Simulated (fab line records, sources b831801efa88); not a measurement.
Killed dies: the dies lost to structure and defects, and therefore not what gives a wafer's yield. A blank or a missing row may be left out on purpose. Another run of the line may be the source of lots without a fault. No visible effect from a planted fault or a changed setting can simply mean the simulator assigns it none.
Matching of chambers || flow gf180mcu || GF_V2_ETCH_16 on rieDiel-04 has 4 sister chambers
The step etches BARC in N2/H2. 8 wafers are shown with their chamber, then 8 later ones without.

WAFERS PAIRED WITH THEIR CHAMBERS
{"wafer": "L080.1", "chamber": 3, "drypumpMotorCurrentA (A)": 6.0, "oesProductAu (a.u.)": 0.864}
{"wafer": "L082.1", "chamber": 1, "drypumpMotorCurrentA (A)": 5.6, "oesProductAu (a.u.)": 0.858}
{"wafer": "L082.2", "chamber": 2, "drypumpMotorCurrentA (A)": 5.9, "oesProductAu (a.u.)": 0.855}
{"wafer": "L082.3", "chamber": 3, "drypumpMotorCurrentA (A)": 6.0, "oesProductAu (a.u.)": 0.855}
{"wafer": "L086.4", "chamber": 0, "drypumpMotorCurrentA (A)": 6.1, "oesProductAu (a.u.)": 0.847}
{"wafer": "L086.5", "chamber": 1, "drypumpMotorCurrentA (A)": 5.5, "oesProductAu (a.u.)": 0.849}
{"wafer": "L086.6", "chamber": 2, "drypumpMotorCurrentA (A)": 5.9, "oesProductAu (a.u.)": 0.853}
{"wafer": "L089.1", "chamber": 0, "drypumpMotorCurrentA (A)": 6.0, "oesProductAu (a.u.)": 0.852}

WAFERS MISSING THEIR CHAMBER
{"wafer": "L089.2", "drypumpMotorCurrentA (A)": 5.6, "oesProductAu (a.u.)": 0.858}
{"wafer": "L089.6", "drypumpMotorCurrentA (A)": 5.5, "oesProductAu (a.u.)": 0.859}
{"wafer": "L090.1", "drypumpMotorCurrentA (A)": 5.9, "oesProductAu (a.u.)": 0.858}
{"wafer": "L090.3", "drypumpMotorCurrentA (A)": 6.1, "oesProductAu (a.u.)": 0.852}
{"wafer": "L090.6", "drypumpMotorCurrentA (A)": 5.5, "oesProductAu (a.u.)": 0.856}
{"wafer": "L091.1", "drypumpMotorCurrentA (A)": 5.9, "oesProductAu (a.u.)": 0.853}
{"wafer": "L091.2", "drypumpMotorCurrentA (A)": 6.0, "oesProductAu (a.u.)": 0.853}
{"wafer": "L091.5", "drypumpMotorCurrentA (A)": 5.9, "oesProductAu (a.u.)": 0.854}

WHICH CHAMBER EACH WENT THROUGH
{"wafer": "L089.2", "from the rows above": 1, "in truth": 1}
{"wafer": "L089.6", "from the rows above": 1, "in truth": 1}
{"wafer": "L090.1", "from the rows above": "can't be placed: 2 or 3", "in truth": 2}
{"wafer": "L090.3", "from the rows above": "can't be placed: 0 or 3", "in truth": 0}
{"wafer": "L090.6", "from the rows above": 1, "in truth": 1}
{"wafer": "L091.1", "from the rows above": 2, "in truth": 2}
{"wafer": "L091.2", "from the rows above": "can't be placed: 0 or 3 or 2", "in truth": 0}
{"wafer": "L091.5", "from the rows above": 2, "in truth": 2}
Correct placement for 5 of the 8. Unplaceable from these rows: 3, with the true chamber sitting among the candidates in 3. 0 placed wrongly.
How it was worked out, from the rows above alone: a wafer's distance from a chamber is the root of the sum, over the readings, of the square of ((its reading less the chamber's mean) divided by the reading's scatter). If the next closest chamber is less than 2 further off than the closest, the wafer can't be placed; otherwise it belongs to the closest. The mean given for a chamber averages the wafers shown for that chamber. The scatter: the root of (the sum of the squares of (reading less its chamber's mean) over the shown wafers, divided by (wafers less chambers)).
